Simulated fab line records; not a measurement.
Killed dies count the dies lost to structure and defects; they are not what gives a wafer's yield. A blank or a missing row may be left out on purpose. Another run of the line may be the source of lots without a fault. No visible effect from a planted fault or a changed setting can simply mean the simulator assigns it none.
A lot that was struck, set against a sound lot :: flow sky130 :: 15 out of 708 route steps
Sound: the wafers L828.1, L828.2, L828.5. The struck wafers were L832.1, L832.2, L832.3. The cause is named last.
Per side, at each step with rows, come the tool, then ch with its chambers, and then its first start. Under that, the readings that differ: sound wafers :: struck wafers :: difference of the means :: sigmas: that difference in standard deviations of wafers without a fault.
alike: words and numbers the same on both sides, and readings whose means are apart by under 2 such deviations; not compared: readings that were withheld, readings missing a value for some wafer, numbers with overlapping values and no deviation given by the record, and bounds like >300 which may hide the same value.
The two part at a step that has a row with sigmas, a row that says differs or no value, or rows on one side only. When numbers do not overlap yet have no deviation, they are printed without sigmas and do not part them. A reading that every wafer of one side lacks parts them only if that side has two wafers or more.

SKY_VIA4_THK_MEAS_20: measures by xrf.
  sound: film metro-02 at day 46 12:20; struck: film metro-04 at day 47 15:57
  alike: VIA4_W_THK
SKY_VIA4_CMP_21: polishes, stops on SiO2, t overpolish 25 s, target thk 0 nm.
  sound on cmp-02 ch 2,3, day 46 12:23; struck on cmp-01 ch 0,2,3, day 47 16:09
  alike: motor current A, overpolish run s, time to endpoint s
SKY_METAL5_SPUTTER_00: material Ti, target thk 15 nm, time 10 s.
  sound: pvd sputter-01 at day 46 12:41; struck: pvd sputter-02 at day 47 16:27
  alike: throttle valve pct
then, 1 step without rows for these wafers: SKY_METAL5_SPUTTER_01 (material TiN, target thk 20 nm, time 16.7 s).
SKY_METAL5_SPUTTER_02: material AlCu, target thk 1150 nm, time 61.2 s.
  sound: pvd sputter-01 at day 46 12:44; struck: pvd sputter-02 at day 47 16:30
  alike: throttle valve pct
SKY_METAL5_SPUTTER_03: material Ti, target thk 5 nm, time 3.3 s.
  sound: pvd sputter-01 at day 46 12:47; struck: pvd sputter-02 at day 47 16:33
  alike: throttle valve pct
SKY_METAL5_SPUTTER_04: material TiN, target thk 70 nm, time 58.3 s.
  sound: pvd sputter-01 at day 46 12:48; struck: pvd sputter-02 at day 47 16:34
  alike: throttle valve pct
SKY_METAL5_RS_MEAS_05: uses a four-point probe to measure.
  sound: film metro-03 at day 46 12:51; struck: film metro-03 at day 47 16:37
reading: METAL5_ALCU_RS (ohm/sq)
sound: 0.02736 0.02731 0.02749
struck: 0.02676 0.02678 0.02674
difference: -0.00063
sigmas: -2
SKY_METAL5_THK_MEAS_06: measures by xrf.
  sound: film metro-03 at day 46 12:58; struck: film metro-03 at day 47 16:44
  alike: METAL5_ALCU_THK
then, 3 steps without rows for these wafers: SKY_METAL5_DEHYDRATE_07 (time 60 s); SKY_METAL5_HMDS_08 (prime time 60 s); SKY_METAL5_COAT_09 (resist thk 1800 nm).
SKY_METAL5_SOFTBAKE_10: time 60 s.
  sound on litho track-04 ch 0, day 46 23:23; struck on litho track-04 ch 0, day 48 02:02
reading: chill plate temp C (C)
sound: 23.18 23.10 23.17
struck: 22.85 23.00 22.82
difference: -0.26
sigmas: -2

reading: heater power total W (W)
sound: 56.55 56.61 56.54
struck: 58.00 58.08 58.07
difference: +1.48
sigmas: +33

reading: plate temp C (C)
sound: 90.15 90.07 90.00
struck: 91.60 91.74 91.71
difference: +1.61
sigmas: +12
then, 1 step without rows for these wafers: SKY_METAL5_EXPOSE_11 (exposes mask MM5, target cd 1600 nm).
SKY_PAD_OPEN_PROBE_99:
  sound: prober-01 at day 49 03:25; struck: prober-01 at day 50 01:59
  alike: defect limited yield, killed_at_M0_to_M3, killed_at_M4_up, killed at contacts, killed at front end, killed at other, killed dies, killed open, killed short, sort_bin_3_pad_short, sort_bin_5_function, sort_bin_6_memory, sort n pass, sort yield pct

## WHERE THEY PART
Last at SKY_METAL5_SOFTBAKE_10 as far as this record goes, first at SKY_METAL5_RS_MEAS_05. Later steps at which nothing parts them and some readings are alike: SKY_PAD_OPEN_PROBE_99.

WHY: the cause the simulator had injected
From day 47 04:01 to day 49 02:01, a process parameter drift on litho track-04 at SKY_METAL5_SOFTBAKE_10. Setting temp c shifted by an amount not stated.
